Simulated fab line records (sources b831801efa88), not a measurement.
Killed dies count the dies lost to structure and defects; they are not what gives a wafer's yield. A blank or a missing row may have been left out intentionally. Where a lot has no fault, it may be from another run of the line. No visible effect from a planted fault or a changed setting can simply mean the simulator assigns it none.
What tool caused it? -- flow gf180mcu -- 36 wafers from 12 lots sampled at 2 of the route's 602 steps

WHAT EACH GAUGE READ, for each wafer
GF_CONTACT_OVL_MEAS_15.
lot,measured,on,CONTACT_OVL (nm)
L075,day 16 18:46,overlay-02,3 1 -6
L077,day 17 19:46,overlay-01,-4 2 -4
L079,day 18 04:13,overlay-02,-13 -6 1
L080,day 19 04:16,overlay-01,0 -4 -8
L083,day 19 15:34,overlay-01,5 7 2
L085,day 20 17:19,overlay-01,-6 -11 -6
L087,day 21 10:40,overlay-01,-11 -1 -9
L089,day 21 23:58,overlay-01,-8 -10 -3
L091,day 22 16:42,overlay-01,9 6 10
L093,day 23 07:30,overlay-01,-4 -5 4
L095,day 23 20:46,overlay-02,6 -6 -8
L097,day 24 06:01,overlay-01,-8 -6 0

WHICH TOOL RAN EACH LOT (tool, then ch and the chambers of the sampled wafers, then the start)
lot,GF_HV_LDD_RTA_52
L075,"rtpAnneal-02 ch 0, day 13 00:43"
L077,"rtpAnneal-02 ch 0, day 13 20:53"
L079,"rtpAnneal-02 ch 0, day 14 05:28"
L080,"rtpAnneal-01 ch 0, day 15 02:33"
L083,"rtpAnneal-01 ch 0, day 15 11:34"
L085,"rtpAnneal-01 ch 0, day 16 10:15"
L087,"rtpAnneal-02 ch 0, day 17 04:05"
L089,"rtpAnneal-01 ch 0, day 17 17:22"
L091,"rtpAnneal-02 ch 0, day 18 10:49"
L093,"rtpAnneal-01 ch 0, day 18 23:37"
L095,"rtpAnneal-02 ch 0, day 19 15:14"
L097,"rtpAnneal-01 ch 0, day 20 03:04"
- GF_HV_LDD_RTA_52: time 10 s.

THE ANSWER, worked out from the rows above alone
Rule: usual is defined by the lots themselves. Put in order of their means at a reading, lots are off if they are a third of the lots or fewer, leave a main group of 4 or more, and stand apart from it by a gap of 3 or more times the standard deviation of the main group's means; of several such gaps the widest counts. The tables above print the reading to a certain number of digits; a main group whose means all agree to those digits is not used. Also off: a lot with no number at a reading for which 4 or more lots have one. All remaining lots with rows at the step are treated as sound.
None of the lots is off at any reading shown; this tells nothing.

WHAT WAS PUT IN BY THE SIMULATOR
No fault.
